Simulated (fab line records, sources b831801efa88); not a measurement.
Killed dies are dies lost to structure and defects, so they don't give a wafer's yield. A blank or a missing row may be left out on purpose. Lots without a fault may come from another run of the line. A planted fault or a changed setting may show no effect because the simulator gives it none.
One fault seen from 2 desks | flow sky130 | each desk has only its own numbers; what lay behind them comes last

THE TOOL OWNER'S DESK: pvd_sputter-02
The tool's own readings at SKY_METAL1_SPUTTER_00 (material Ti, target thk 15 nm, time 10 s): means of the sampled wafers that have a number, for each lot that ran on this tool. A lot is out of limits, marked OUT, if its mean lies more than 4 standard deviations from the usual mean; the brackets give that distance.
Columns: A = chamber_pressure_pa at SKY_METAL1_SPUTTER_00, usual 0.3999 Pa; B = throttle_valve_pct at SKY_METAL1_SPUTTER_00, usual 29.4 %
lot  | first seen here | A      | B
L164 | day 34 03:13    | 0.3996 | 30.1
L171 | day 35 10:11    | 0.3995 | 29.5
L179 | day 38 02:16    | 0.3994 | 29.8
This desk's finding: nothing out of limits on any of the 3 lots.

THE METROLOGY DESK
What the gauges read, lot by lot, whatever tool the lot ran on: means of the sampled wafers that have a number. A lot is out of limits, marked OUT, if its mean lies more than 4 standard deviations from the usual mean; the brackets give that distance.
Columns: A = CONTACT_W_RS at SKY_CONTACT_RS_MEAS_25, usual 0.338 ohm/sq; B = CONTACT_W_THK at SKY_CONTACT_THK_MEAS_26, usual 340 nm
lot  | first seen here | A     | B
L163 | day 32 12:39    | 0.333 | 344
L164 | day 34 02:45    | 0.337 | 339
L171 | day 35 09:44    | 0.337 | 339
L177 | day 37 02:11    | 0.337 | 342
L178 | day 37 11:51    | 0.330 | 351
L179 | day 38 01:43    | 0.342 | 341
This desk's finding: nothing out of limits on any of the 6 lots.

PUT TOGETHER
The tool owner's desk saw nothing out of limits.
The metrology desk saw nothing out of limits.

WHAT THE SIMULATOR HAD PUT IN
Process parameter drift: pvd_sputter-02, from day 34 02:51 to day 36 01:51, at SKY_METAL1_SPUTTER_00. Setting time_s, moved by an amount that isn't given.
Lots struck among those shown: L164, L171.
